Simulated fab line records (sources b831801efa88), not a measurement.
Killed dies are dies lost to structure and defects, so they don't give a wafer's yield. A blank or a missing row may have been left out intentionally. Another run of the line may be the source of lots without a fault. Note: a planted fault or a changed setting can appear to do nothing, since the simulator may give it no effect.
fab line records    flow sky130
[record] lots = 6  wafers = 18  lastDay = 49
route steps=708 shown LDD_N@239 PAD_OPEN@708
lots that met no fault: taken from a fault-free run of the same line
startH: hours from the record's first day to the start of the lot's first wafer shown    waitH: time in hours since the lot's previous step    " identical to the entry in the row above    L1.1+2: a single row standing in for several wafers    - no value present, or no start provided    * or withheld: withheld    < > ~ a bound
route shown NAME@n: names a module that has steps shown in the file, with the first one's number in the route    usual: mean and standard deviation over wafers with no fault    same: alike in all rows    chamber/n: place in a boat    sites: per-site readings    _std_site: the values' standard deviation    _edge_site: outer sites' mean less inner sites'    radiusMm: how far each site lies from the wafer's centre    mask NAME#n: copy n    behind: tool/chamber where the wafer was last shaped    hold: cause of the lot's hold/its duration in hours/its outcome    device: names the non-switching transistor (n, p or np)    end of line: tests of these same wafers at the route's end    step lacking rows: just its recipe    killed: dies lost to structure and defects at the first sort, not the wafer's yield    map: a wafer's dies, x killed, . not, _ none there
set.NAME: the setting that was run; set.NAME@STEP: the one run at that earlier step    model.NAME: the simulator's own value behind a step, which no gauge read
certain route steps with their lots: each step a table, each wafer a row
services: when a tool's chamber went out of use (startH, in hours from the record's first day, below 0 if earlier), for how many hours, and the reason
[[steps]]
[step SKY_LDD_N_COAT_02]
[recipe] resist = NOVOLAK  spinRpm = 3000  resistThkNm = 300
[step SKY_LDD_N_SOFTBAKE_03]
[recipe] tempC = 90  timeS = 60  resist = NOVOLAK
[step SKY_LDD_N_EXPOSE_04]
[recipe] maskId = NTM  targetCdNm = 840  na = 0.6  sourceShape = conventional  sigmaOuter = 0.6  doseMj = 110
[step SKY_LDD_N_PEB_05]
[recipe] tempC = withheld  timeS = *  resist = NOVOLAK
[step SKY_LDD_N_DEVELOP_06]
[recipe] developTimeS = 60  devTempC = 23
[step SKY_LDD_N_OVL_MEAS_07]
[usual] LDD_N_OVL = -1.2/1.3
lot.wafer  tool        chamber  startH  waitH  LDD_N_OVL[nm]
L210.1     overlay-02  -        405.86  0.1    -1.4
L210.2     "           -        "       "      -3.8
L210.6     "           -        "       "      -2.7
L214.1     overlay-02  -        436.26  0.1    -1.5
L214.2     "           -        "       "      -1.2
L214.6     "           -        "       "      0.5
L221.1     overlay-01  -        521.16  0.1    -0.8
L221.3     "           -        "       "      0.6
L221.4     "           -        "       "      -1.0
L222.1     overlay-02  -        527.42  0.1    -0.6
L222.4     "           -        "       "      -3.1
L222.5     "           -        "       "      -2.3
L225.1     overlay-02  -        544.71  0.1    0.2
L225.3     "           -        "       "      0.3
L225.6     "           -        "       "      -0.6
L228.3     overlay-02  -        557.43  0.1    1.0
L228.4     "           -        "       "      -0.5
L228.5     "           -        "       "      -0.4
[step SKY_LDD_N_IMPLANT_08]
[recipe] species = As  energyKev = 20  doseCm2 = 7.5e+13  tiltDeg = withheld  rotationDeg = 23
[step SKY_LDD_N_IMPLANT_09]
[recipe] species = As  energyKev = 20  doseCm2 = 7.5e+13  tiltDeg = withheld  rotationDeg = 113
[step SKY_LDD_N_IMPLANT_10]
[recipe] species = As  energyKev = 20  doseCm2 = 7.5e+13  tiltDeg = withheld  rotationDeg = 203
[step SKY_LDD_N_IMPLANT_11]
[recipe] species = As  energyKev = 20  doseCm2 = 7.5e+13  tiltDeg = withheld  rotationDeg = 293
[step SKY_LDD_N_IMPLANT_12]
[recipe] species = BF2  energyKev = 50  doseCm2 = 5e+12  tiltDeg = 30  rotationDeg = 0
[step SKY_LDD_N_IMPLANT_13]
[recipe] species = BF2  energyKev = 50  doseCm2 = 5e+12  tiltDeg = 30  rotationDeg = 90
[step SKY_LDD_N_IMPLANT_14]
[recipe] species = BF2  energyKev = 50  doseCm2 = 5e+12  tiltDeg = 30  rotationDeg = 180
[usual] beamEnergyKeV = 50.000/0.017  doseIonsCm2 = 5e+12/5.6e+09  faradayCurrentUA = 28.2/0.58  rotationDeg = 180.00/0.047
lot.wafer  tool          chamber  startH  waitH  beamEnergyKeV  doseIonsCm2  faradayCurrentUA  rotationDeg
L210.1     implanter-02  0        406.80  0.1    49.965         4.995e+12    27.8              180.04
L210.2     "             0        "       "      49.983         4.994e+12    28.2              179.96
L210.6     "             0        "       "      50.005         4.997e+12    28.4              180.04
L214.1     implanter-04  0        437.20  0.1    50.015         5.003e+12    28.2              179.98
L214.2     "             0        "       "      50.014         5.014e+12    27.8              180.03
L214.6     "             0        "       "      49.993         5.004e+12    28.9              179.95
L221.1     implanter-02  0        522.10  0.1    50.000         7.08e+12     40.3              179.96
L221.3     "             0        "       "      50.012         7.087e+12    41.1              179.91
L221.4     "             0        "       "      49.996         7.08e+12     39.9              179.95
L222.1     implanter-02  0        528.36  0.1    49.964         7.075e+12    39.0              180.02
L222.4     "             0        "       "      49.981         7.076e+12    40.1              180.08
L222.5     "             0        "       "      50.016         7.079e+12    40.4              180.06
L225.1     implanter-04  0        545.64  0.1    50.021         5.002e+12    28.6              179.97
L225.3     "             0        "       "      50.010         5.005e+12    28.3              179.96
L225.6     "             0        "       "      50.020         5e+12        28.9              179.96
L228.3     implanter-01  0        558.40  0.1    50.007         4.999e+12    29.2              180.05
L228.4     "             0        "       "      49.984         4.982e+12    27.6              180.00
L228.5     "             0        "       "      49.987         4.993e+12    28.8              180.05
[step SKY_LDD_N_IMPLANT_15]
[recipe] species = BF2  energyKev = 50  doseCm2 = 5e+12  tiltDeg = 30  rotationDeg = 270
[step SKY_PAD_OPEN_PROBE_99]
[usual] killed_at_M0_to_M3 = 44/7.1  killed_at_M4_up = 3.3/1.8  killedAtContacts = 24/5.1  killedAtFrontEnd = 16/4.7  killedAtOther = 0.3/0.52  killedDies = 87/9.7  killedOpen = 47/6.8  killedShort = 39/6.7
[same] grossDies = 492  killedAtBackSide = 0
lot.wafer  tool       chamber  startH   waitH  killed_at_M0_to_M3  killed_at_M4_up  killedAtContacts  killedAtFrontEnd  killedAtOther  killedDies  killedOpen  killedShort  model.etest.nfet_01v8_swapped.vtSatV  model.etest.nfet_01v8_lvt.vtV
L210.1     prober-01  -        1081.75  0.1    43                  3                25                18                0              89          44          45           0.661                                 0.6237
L210.2     prober-01  -        1081.80  0.1    40                  5                23                17                0              85          56          29           0.6647                                0.6287
L210.6     prober-01  -        1082.00  0.2    32                  3                21                15                1              72          39          33           0.6622                                0.6202
L214.1     prober-01  -        1102.70  0.1    46                  3                32                15                0              96          54          42           0.652                                 0.6126
L214.2     prober-01  -        1102.75  0.1    44                  1                12                13                0              70          41          28           0.6842                                0.6421
L214.6     prober-01  -        1102.95  0.2    52                  2                14                17                0              85          41          44           0.6695                                0.629
L221.1     prober-01  -        1153.17  0.1    62                  3                17                16                0              98          50          47           0.6792                                0.6214
L221.3     prober-01  -        1153.27  0.2    50                  2                21                11                0              84          49          35           0.6809                                0.626
L221.4     prober-01  -        1153.32  0.2    41                  5                21                11                0              78          48          30           0.6848                                0.6326
L222.1     prober-01  -        1156.95  0.1    59                  5                17                20                0              101         55          46           0.6943                                0.6333
L222.4     prober-01  -        1157.10  0.2    33                  1                25                24                0              83          45          38           0.6821                                0.626
L222.5     prober-01  -        1157.15  0.2    46                  5                25                15                0              91          51          40           0.6724                                0.6275
L225.1     prober-01  -        1171.47  0.1    46                  5                25                14                0              90          55          35           0.6418                                0.603
L225.3     prober-01  -        1171.57  0.2    45                  3                31                12                1              92          51          41           0.6449                                0.6102
L225.6     prober-01  -        1171.72  0.2    52                  8                14                10                0              84          42          42           0.6399                                0.6043
L228.3     prober-01  -        1175.94  0.2    40                  0                37                16                1              94          50          44           0.6509                                0.6091
L228.4     prober-01  -        1175.99  0.2    32                  3                26                10                0              71          46          25           0.6546                                0.6093
L228.5     prober-01  -        1176.04  0.2    37                  3                20                19                0              79          42          37           0.6517                                0.6156
// killed by level:class
L210.1 VIA1:geometricParticle:open=9 CONTACT:geometricParticle:open=8 CONTACT:geometricParticle:short=7 VIA1:geometricParticle:short=7 FIELD_ISO:geometricParticle:short=6 VIA3:geometricParticle:open=6 VIA2:geometricParticle:open=5 POLY_GATE:geometricParticle:open=4
L210.2 VIA2:geometricParticle:open=11 VIA1:geometricParticle:open=9 CONTACT:geometricParticle:open=8 LI_CONTACT:geometricParticle:open=7 METAL1:geometricParticle:short=5 FIELD_ISO:geometricParticle:open=4 POLY_GATE:geometricParticle:open=4 LI_CONTACT:geometricParticle:short=3
L210.6 CONTACT:geometricParticle:open=12 VIA1:geometricParticle:open=7 VIA1:geometricParticle:short=6 SPACER:geometricParticle:open=4 LI_CONTACT:geometricParticle:open=4 METAL1:geometricParticle:short=4 VIA2:geometricParticle:open=3 VIA3:geometricParticle:open=3
L214.1 VIA1:geometricParticle:open=13 LI_CONTACT:geometricParticle:open=13 CONTACT:geometricParticle:open=9 VIA2:geometricParticle:open=8 LI_CONTACT:geometricParticle:short=6 VIA1:geometricParticle:short=6 FIELD_ISO:geometricParticle:short=4 POLY_GATE:geometricParticle:short=4
L214.2 VIA1:geometricParticle:open=11 VIA2:geometricParticle:open=7 POLY_GATE:geometricParticle:open=6 METAL1:geometricParticle:short=5 VIA3:geometricParticle:open=5 VIA2:geometricParticle:short=4 LI_CONTACT:geometricParticle:open=4 CONTACT:geometricParticle:short=3
L214.6 METAL1:geometricParticle:short=9 VIA1:geometricParticle:open=9 VIA3:geometricParticle:open=8 CONTACT:geometricParticle:open=7 METAL2:geometricParticle:short=6 VIA1:geometricParticle:short=6 FIELD_ISO:geometricParticle:open=5 FIELD_ISO:geometricParticle:short=4
L221.1 VIA1:geometricParticle:open=15 METAL1:geometricParticle:short=9 VIA2:geometricParticle:open=7 VIA1:geometricParticle:short=6 VIA3:geometricParticle:open=6 LI_CONTACT:geometricParticle:open=5 VIA3:geometricParticle:short=5 FIELD_ISO:geometricParticle:short=4
L221.3 VIA1:geometricParticle:open=16 VIA2:geometricParticle:open=9 LI_CONTACT:geometricParticle:open=6 VIA1:geometricParticle:short=6 LOCAL_INTERCONNECT:geometricParticle:short=5 CONTACT:geometricParticle:open=5 METAL2:geometricParticle:short=5 CONTACT:geometricParticle:short=4
L221.4 VIA1:geometricParticle:open=14 CONTACT:geometricParticle:open=7 VIA3:geometricParticle:open=6 CONTACT:geometricParticle:short=6 VIA3:geometricParticle:short=6 VIA1:geometricParticle:short=5 LI_CONTACT:geometricParticle:open=3 VIA2:geometricParticle:open=3
L222.1 VIA1:geometricParticle:open=15 METAL2:geometricParticle:short=12 VIA2:geometricParticle:open=10 POLY_GATE:geometricParticle:open=8 VIA1:geometricParticle:short=7 CONTACT:geometricParticle:open=6 VIA3:geometricParticle:open=6 FIELD_ISO:geometricParticle:open=4
L222.4 CONTACT:geometricParticle:open=8 FIELD_ISO:geometricParticle:open=7 VIA1:geometricParticle:open=7 FIELD_ISO:geometricParticle:short=6 LI_CONTACT:geometricParticle:open=6 LOCAL_INTERCONNECT:geometricParticle:short=6 VIA1:geometricParticle:short=5 CONTACT:geometricParticle:short=4
L222.5 VIA1:geometricParticle:open=11 LI_CONTACT:geometricParticle:open=8 CONTACT:geometricParticle:open=7 VIA2:geometricParticle:open=7 LOCAL_INTERCONNECT:geometricParticle:short=6 METAL1:geometricParticle:short=6 METAL2:geometricParticle:short=5 VIA3:geometricParticle:open=5
L225.1 LI_CONTACT:geometricParticle:open=11 VIA1:geometricParticle:open=10 VIA2:geometricParticle:open=9 CONTACT:geometricParticle:open=7 POLY_GATE:geometricParticle:open=5 LOCAL_INTERCONNECT:geometricParticle:short=5 METAL2:geometricParticle:short=5 VIA1:geometricParticle:short=5
L225.3 LI_CONTACT:geometricParticle:open=14 VIA1:geometricParticle:open=14 CONTACT:geometricParticle:open=8 CONTACT:geometricParticle:short=7 METAL1:geometricParticle:short=7 VIA3:geometricParticle:open=6 METAL2:geometricParticle:short=5 VIA3:geometricParticle:short=4
L225.6 VIA1:geometricParticle:open=9 METAL1:geometricParticle:short=7 VIA2:geometricParticle:open=7 LI_CONTACT:geometricParticle:open=6 VIA1:geometricParticle:short=6 VIA3:geometricParticle:open=5 FIELD_ISO:geometricParticle:short=4 METAL1:geometricParticle:open=4
L228.3 CONTACT:geometricParticle:open=17 LI_CONTACT:geometricParticle:open=8 METAL1:geometricParticle:short=6 VIA1:geometricParticle:open=6 VIA1:geometricParticle:short=6 METAL2:geometricParticle:short=6 FIELD_ISO:geometricParticle:open=5 LI_CONTACT:geometricParticle:short=5
L228.4 CONTACT:geometricParticle:open=12 VIA1:geometricParticle:short=8 LI_CONTACT:geometricParticle:open=7 VIA3:geometricParticle:open=6 VIA1:geometricParticle:open=5 CONTACT:geometricParticle:short=3 POLY_GATE:geometricParticle:open=3 LOCAL_INTERCONNECT:geometricParticle:short=3
L228.5 CONTACT:geometricParticle:open=9 VIA1:geometricParticle:open=8 FIELD_ISO:geometricParticle:short=6 VIA3:geometricParticle:open=6 POLY_GATE:geometricParticle:short=5 LI_CONTACT:geometricParticle:open=5 FIELD_ISO:geometricParticle:open=4 VIA2:geometricParticle:open=4
[[services]]
tool          chamber  startH  hours  kind
implanter-04  -        401.72  1.1    repair
implanter-01  -        407.01  5.2    repair
implanter-04  -        422.67  3.8    pm
implanter-04  -        427.90  6.8    repair
implanter-02  -        432.74  15.7   pm
implanter-04  -        473.88  2.7    repair
implanter-04  -        475.13  15.7   repair
implanter-02  -        502.09  19.0   repair
implanter-01  -        521.45  4.4    repair
[[key]]
[firstSign] step = SKY_LDD_N_IMPLANT_14  reading = doseIonsCm2  direction = up  sigmas = 99+  usual = *  struck = *
[effect] step = SKY_LDD_N_IMPLANT_14  reading = faradayCurrentUA  direction = up  sigmas = 20  usual = 28.2  struck = 40.1
[modelEffect] step = SKY_PAD_OPEN_PROBE_99  value = etest.nfet_01v8_swapped.vtSatV  without = 0.6546  struck = 0.6823
metAt SKY_LDD_N_IMPLANT_14
struckWafers L221.1,L221.3,L221.4,L222.1,L222.4,L222.5
testerLeftOut L221,L222
onsetBetween 406.80 522.10
[fault] kind = processParameterDrift  tool = implanter-02  chamber = -  onsetH = 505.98  steps = SKY_LDD_N_IMPLANT_14  channel = doseCm2  offset = *  shape = step  endH = 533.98  actsIn = *  stated = *
// testerLeftOut: of these lots the tester's yield and bins aren't shown, on N5 and GAA mostly nor the transistor test; their killed dies are dies lost to structure and defects alone, not to doping, threshold or leakage, so they don't give the yield
